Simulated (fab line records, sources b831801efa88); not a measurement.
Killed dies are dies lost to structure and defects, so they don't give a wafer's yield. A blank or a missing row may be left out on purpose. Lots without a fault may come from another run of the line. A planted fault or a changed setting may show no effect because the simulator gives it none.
Which tool did it? | flow sky130 | 15 lots, 45 wafers sampled, at 4 steps of a route of 708

WHAT THE GAUGES READ, wafer by wafer
The record holds no reading of a measuring or inspecting step that can be judged against a usual standard deviation.

WHICH TOOL RAN EACH LOT (tool, then ch and the chambers of the sampled wafers, then the start)
lot  | SKY_VT_ADJUST_LVTN_STRIP_09          | SKY_VT_ADJUST_HVTR_STRIP_10          | SKY_SONOS_TUNNEL_DEVELOP_06       | SKY_SONOS_ONO_ETCH_15
L320 | plasma_asher-01 ch 0,1, day 7 13:48  | plasma_asher-03 ch 0,1, day 10 07:05 | litho_track-03 ch 0, day 12 04:43 | rie_diel-02 ch 1,2,3, day 13 09:52
L321 | plasma_asher-01 ch 0,1, day 7 22:40  | plasma_asher-03 ch 0,1, day 10 16:40 | litho_track-02 ch 0, day 12 16:22 | rie_diel-04 ch 0,1,3, day 14 00:01
L323 | plasma_asher-01 ch 0,1, day 8 07:33  | plasma_asher-02 ch 0,1, day 11 02:35 | litho_track-03 ch 0, day 13 03:49 | rie_diel-01 ch 1,2, day 14 10:01
L326 | plasma_asher-02 ch 1, day 9 06:10    | plasma_asher-02 ch 0, day 12 02:52   | litho_track-03 ch 0, day 14 05:47 | rie_diel-01 ch 1,2,3, day 15 15:28
L327 | plasma_asher-04 ch 0,1, day 9 09:07  | plasma_asher-03 ch 0,1, day 12 05:50 | litho_track-03 ch 0, day 14 09:04 | rie_diel-02 ch 1,2,3, day 15 18:26
L328 | plasma_asher-02 ch 1, day 9 15:57    | plasma_asher-02 ch 0,1, day 12 14:28 | litho_track-02 ch 0, day 14 17:43 | rie_diel-04 ch 2,3, day 16 02:34
L329 | plasma_asher-02 ch 0,1, day 10 04:36 | plasma_asher-04 ch 0,1, day 13 03:58 | litho_track-04 ch 0, day 15 08:47 | rie_diel-01 ch 1,2, day 16 18:52
L330 | plasma_asher-02 ch 0, day 10 11:18   | plasma_asher-04 ch 0,1, day 13 11:47 | litho_track-03 ch 0, day 15 16:04 | rie_diel-01 ch 1,2,3, day 17 03:13
L332 | plasma_asher-04 ch 0,1, day 10 19:05 | plasma_asher-02 ch 0,1, day 13 20:43 | litho_track-04, day 16 01:56      | -
L333 | plasma_asher-01 ch 0,1, day 10 23:57 | plasma_asher-02 ch 0,1, day 14 02:14 | litho_track-02, day 16 07:32      | -
L334 | plasma_asher-04 ch 0,1, day 11 05:56 | plasma_asher-03 ch 0,1, day 14 08:58 | litho_track-03, day 16 15:46      | -
L338 | plasma_asher-01 ch 0,1, day 12 13:29 | plasma_asher-03 ch 0,1, day 15 19:23 | litho_track-02 ch 0, day 18 04:22 | rie_diel-04 ch 1,2,3, day 19 15:37
L339 | plasma_asher-01 ch 0,1, day 12 18:10 | plasma_asher-02 ch 0,1, day 16 01:28 | litho_track-03 ch 0, day 18 11:17 | rie_diel-02 ch 0,1,3, day 20 00:01
L340 | plasma_asher-02 ch 0,1, day 13 01:07 | plasma_asher-03 ch 0,1, day 16 09:04 | litho_track-02 ch 0, day 18 20:26 | rie_diel-02 ch 1,2,3, day 20 11:04
L341 | plasma_asher-01 ch 0,1, day 13 03:25 | plasma_asher-03 ch 0,1, day 16 12:20 | litho_track-02 ch 0, day 18 23:46 | rie_diel-01 ch 2,3, day 20 15:46
- SKY_VT_ADJUST_LVTN_STRIP_09: strips in O2/N2.
- SKY_VT_ADJUST_HVTR_STRIP_10: strips in O2/N2.
- SKY_SONOS_TUNNEL_DEVELOP_06: develop time 60 s.
- SKY_SONOS_ONO_ETCH_15: etches the open film in CHF3/O2, target depth 19.52 nm, time 7.8 s.

WHAT THE TOOLS THEMSELVES READ (means of the sampled wafers that have a number; where no wafer has one, the mark that the record gives instead)
SKY_VT_ADJUST_LVTN_STRIP_09. Usual: drypump_motor_current_A 5.5 A, standard deviation 0.47; oes_product_au 0.723 a.u., standard deviation 0.0043; strip_time_to_endpoint_s 36.94 s, standard deviation 0.1.
lot  | tool            | drypump_motor_current_A (A) | oes_product_au (a.u.) | strip_time_to_endpoint_s (s) | flag
L320 | plasma_asher-01 | 5.7                         | 0.722                 | 36.87                        |
L321 | plasma_asher-01 | 5.7                         | 0.720                 | 36.90                        |
L323 | plasma_asher-01 | 5.3                         | 0.722                 | 36.96                        |
L326 | plasma_asher-02 | 5.7                         | 0.724                 | 36.94                        |
L327 | plasma_asher-04 | 5.9                         | 0.722                 | 37.03                        |
L328 | plasma_asher-02 | 5.7                         | 0.724                 | 36.97                        |
L329 | plasma_asher-02 | 5.4                         | 0.720                 | 36.87                        |
L330 | plasma_asher-02 | 5.3                         | 0.725                 | 37.00                        |
L332 | plasma_asher-04 | 5.4                         | 0.717                 | 37.16                        |
L333 | plasma_asher-01 | 5.3                         | 0.719                 | 36.93                        |
L334 | plasma_asher-04 | 5.9                         | 0.720                 | 36.99                        |
L338 | plasma_asher-01 | 5.3                         | 0.721                 | 36.99                        |
L339 | plasma_asher-01 | 5.7                         | 0.721                 | 36.81                        |
L340 | plasma_asher-02 | 5.6                         | 0.723                 | 36.94                        |
L341 | plasma_asher-01 | 5.7                         | 0.724                 | 36.98                        |

SKY_VT_ADJUST_HVTR_STRIP_10. Usual: drypump_motor_current_A 5.6 A, standard deviation 0.33; oes_product_au 0.715 a.u., standard deviation 0.0047; strip_time_to_endpoint_s 14.21 s, standard deviation 0.038.
lot  | tool            | drypump_motor_current_A (A) | oes_product_au (a.u.) | strip_time_to_endpoint_s (s) | flag
L320 | plasma_asher-03 | 5.7                         | 0.716                 | 14.20                        |
L321 | plasma_asher-03 | 5.7                         | 0.717                 | 14.21                        |
L323 | plasma_asher-02 | 5.5                         | 0.717                 | 14.25                        |
L326 | plasma_asher-02 | 5.3                         | 0.711                 | 14.21                        |
L327 | plasma_asher-03 | 5.7                         | 0.710                 | 14.21                        |
L328 | plasma_asher-02 | 5.6                         | 0.717                 | 14.16                        |
L329 | plasma_asher-04 | 5.9                         | 0.713                 | 14.24                        |
L330 | plasma_asher-04 | 5.5                         | 0.714                 | 14.22                        |
L332 | plasma_asher-02 | 5.4                         | 0.711                 | 14.22                        |
L333 | plasma_asher-02 | 5.4                         | 0.716                 | 14.28                        |
L334 | plasma_asher-03 | 5.7                         | 0.712                 | 14.15                        |
L338 | plasma_asher-03 | 5.7                         | 0.721                 | 14.17                        |
L339 | plasma_asher-02 | 5.6                         | 0.710                 | 14.22                        |
L340 | plasma_asher-03 | 5.7                         | 0.716                 | 14.22                        |
L341 | plasma_asher-03 | 5.7                         | 0.718                 | 14.24                        |

SKY_SONOS_TUNNEL_DEVELOP_06. Usual: chill_plate_temp_C 23.01 C, standard deviation 0.12.
lot  | tool           | chill_plate_temp_C (C) | flag
L320 | litho_track-03 | 22.93                  |
L321 | litho_track-02 | 23.03                  |
L323 | litho_track-03 | 22.97                  |
L326 | litho_track-03 | 23.12                  |
L327 | litho_track-03 | 22.94                  |
L328 | litho_track-02 | 22.86                  |
L329 | litho_track-04 | 23.06                  |
L330 | litho_track-03 | 23.32                  |
L332 | litho_track-04 | -                      | OFF
L333 | litho_track-02 | -                      | OFF
L334 | litho_track-03 | -                      | OFF
L338 | litho_track-02 | 23.10                  |
L339 | litho_track-03 | 23.03                  |
L340 | litho_track-02 | 23.01                  |
L341 | litho_track-02 | 22.88                  |

SKY_SONOS_ONO_ETCH_15. Usual: drypump_motor_current_A 5.7 A, standard deviation 0.48; oes_product_au 1.001 a.u., standard deviation 0.0086; throttle_valve_pct 8.825 %, standard deviation 0.0082.
lot  | tool        | drypump_motor_current_A (A) | oes_product_au (a.u.) | throttle_valve_pct (%) | flag
L320 | rie_diel-02 | 5.6                         | 0.995                 | 8.821                  |
L321 | rie_diel-04 | 5.0                         | 0.985                 | 8.827                  |
L323 | rie_diel-01 | 5.8                         | 0.999                 | 8.825                  |
L326 | rie_diel-01 | 6.1                         | 1.004                 | 8.835                  |
L327 | rie_diel-02 | 5.6                         | 0.996                 | 8.829                  |
L328 | rie_diel-04 | 5.3                         | 1.001                 | 8.823                  |
L329 | rie_diel-01 | 5.8                         | 1.003                 | 8.826                  |
L330 | rie_diel-01 | 6.1                         | 1.001                 | 8.826                  |
L338 | rie_diel-04 | 5.2                         | 0.997                 | 8.823                  |
L339 | rie_diel-02 | 5.7                         | 1.015                 | 8.828                  |
L340 | rie_diel-02 | 5.6                         | 1.005                 | 8.817                  |
L341 | rie_diel-01 | 6.3                         | 1.006                 | 8.820                  |

THE ANSWER, worked out from the rows above alone
Rule: a lot is off if the mean of its wafers that have a number lies more than 3 standard deviations from the usual mean. A lot without any number at a reading at which 4 lots or more have one is off too. The other lots that the step has rows for count as sound. The gauges are gone through in route order, then the tools' own readings, and for those a lot's mean is taken as printed above. The first step at which some lot is off is used, and at that step the reading that is off furthest; a lot without a number counts as furthest.
Off: L332, L333, L334, at SKY_SONOS_TUNNEL_DEVELOP_06 (chill_plate_temp_C). Without a number there: L332, L333, L334.
A tool fits if, at that step or a process step before it, it ran every lot that is off, and no sound lot after the first of them. None of those tried fits.

WHAT THE SIMULATOR HAD PUT IN
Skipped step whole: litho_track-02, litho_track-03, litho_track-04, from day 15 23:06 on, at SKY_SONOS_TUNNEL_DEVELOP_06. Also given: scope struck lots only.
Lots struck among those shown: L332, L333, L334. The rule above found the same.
